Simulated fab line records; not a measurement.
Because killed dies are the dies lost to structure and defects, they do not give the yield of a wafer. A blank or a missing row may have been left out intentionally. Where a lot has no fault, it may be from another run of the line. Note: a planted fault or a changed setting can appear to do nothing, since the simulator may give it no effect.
Split-lot study	flow sfq line	route with 325 steps; 5 lots, 23 wafers read

SPLIT DETAILS
At SFQ_TRILAYER_I4_VIA_BARC_OPEN_VIA_ETCH_146 (etches BARC in O2, target depth 125 nm, time 41.7 s), the setting time s was moved away from the recipe's 41.7 s on 11 of the 23 wafers read, by -8.2% to +14.0%. The other wafers ran this setting at the recipe's value.

The split's own step is where the reading is taken.

THE READING
KrF_of_TRILAYER_I4_VIA_LITHO_COAT_103.thk nm (the simulator's own value, which no gauge read), in nm, at SFQ_TRILAYER_I4_VIA_BARC_OPEN_VIA_ETCH_146 (etches BARC in O2, target depth 125 nm, time 41.7 s). The file gives no usual value for it. The 12 wafers here that ran the recipe average 573.6 nm, standard deviation 1.6 nm.

wafer	tool, chamber at the split	time s as run, s	against the recipe	KrF_of_TRILAYER_I4_VIA_LITHO_COAT_103.thk nm, nm	against lot-mates on the recipe
L076.2	rie diel-03, 3	47.35	+13.5%	567.3	-5.7
L076.3	rie diel-03, 0	41.7	recipe	573.1	-
L076.4	rie diel-03, 1	41.7	recipe	572.8	-
L076.5	rie diel-03, 0	47.35	+13.5%	564.8	-8.2
L076.6	rie diel-03, 3	47.35	+13.5%	566.9	-6.1
L077.1	rie diel-03, 0	41.7	recipe	576.6	-
L077.2	rie diel-03, 1	45.11	+8.2%	572.9	-3.1
L077.3	rie diel-03, 2	45.11	+8.2%	569.4	-6.6
L077.4	rie diel-03, 3	45.11	+8.2%	573	-3.0
L077.6	rie diel-03, 3	41.7	recipe	575.5	-
L079.2	rie diel-02, 0	41.7	recipe	572.3	-
L079.4	rie diel-02, 2	41.7	recipe	573.9	-
L079.6	rie diel-02, 1	41.7	recipe	572.3	-
L082.1	rie diel-04, 2	41.7	recipe	570.6	-
L082.3	rie diel-04, 3	41.7	recipe	575.7	-
L082.4	rie diel-04, 1	38.29	-8.2%	577.7	+4.4
L082.5	rie diel-04, 3	38.29	-8.2%	577.9	+4.6
L082.6	rie diel-04, 2	41.7	recipe	573.6	-
L084.1	rie diel-02, 0	47.54	+14.0%	564.9	-8.3
L084.2	rie diel-02, 2	41.7	recipe	572.7	-
L084.3	rie diel-02, 1	47.54	+14.0%	567	-6.2
L084.4	rie diel-02, 0	41.7	recipe	573.6	-
L084.5	rie diel-02, 2	47.54	+14.0%	566.5	-6.7

FIT RESULTS
A straight line over all 23 wafers: KrF_of_TRILAYER_I4_VIA_LITHO_COAT_103.thk nm changes by -0.5 nm for each +1% of time s; r = -0.90; the points scatter about the line by 1.7 nm.
The same after taking each lot's own level away (the mean of its wafers on the recipe; 23 wafers): -0.507 nm for each +1%; r = -0.95; scatter 1.2 nm.
According to that fit, moving time s by its largest amount changes the reading by 7.1 nm.
The span of the lots' own levels, 572.83 to 576.05 nm, comes to 2.0 times the standard deviation stated above.
Hence the lot-to-lot level has little effect on the slope; both slopes agree.
Check: for one of the wafers moved furthest among these (+14.0%), held out of the fit, the line's prediction against its lot-mates is -6.86 nm. Against them it came out at -8.25 nm.

ADDITIONAL SPLITS CARRIED BY THESE WAFERS
Other splits were also applied to these wafers ahead of the reading. Each is held against what the fit with the lots' levels taken away leaves over:
other split on the same wafers	wafers away from the commonest value	r with KrF_of_TRILAYER_I4_VIA_LITHO_COAT_103.thk nm (lot level and that fit taken away)
SFQ_TRILAYER_I4_DEP_PECVD_099 time s	5	-0.11
SFQ_TRILAYER_I4_VIA_LITHO_PEB_106 peb time s	8	-0.17

THE FILE'S OWN FIT
KrF_of_TRILAYER_I4_VIA_LITHO_COAT_103.thk nm changes by -0.505 nm for each +1% of time s, r = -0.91.
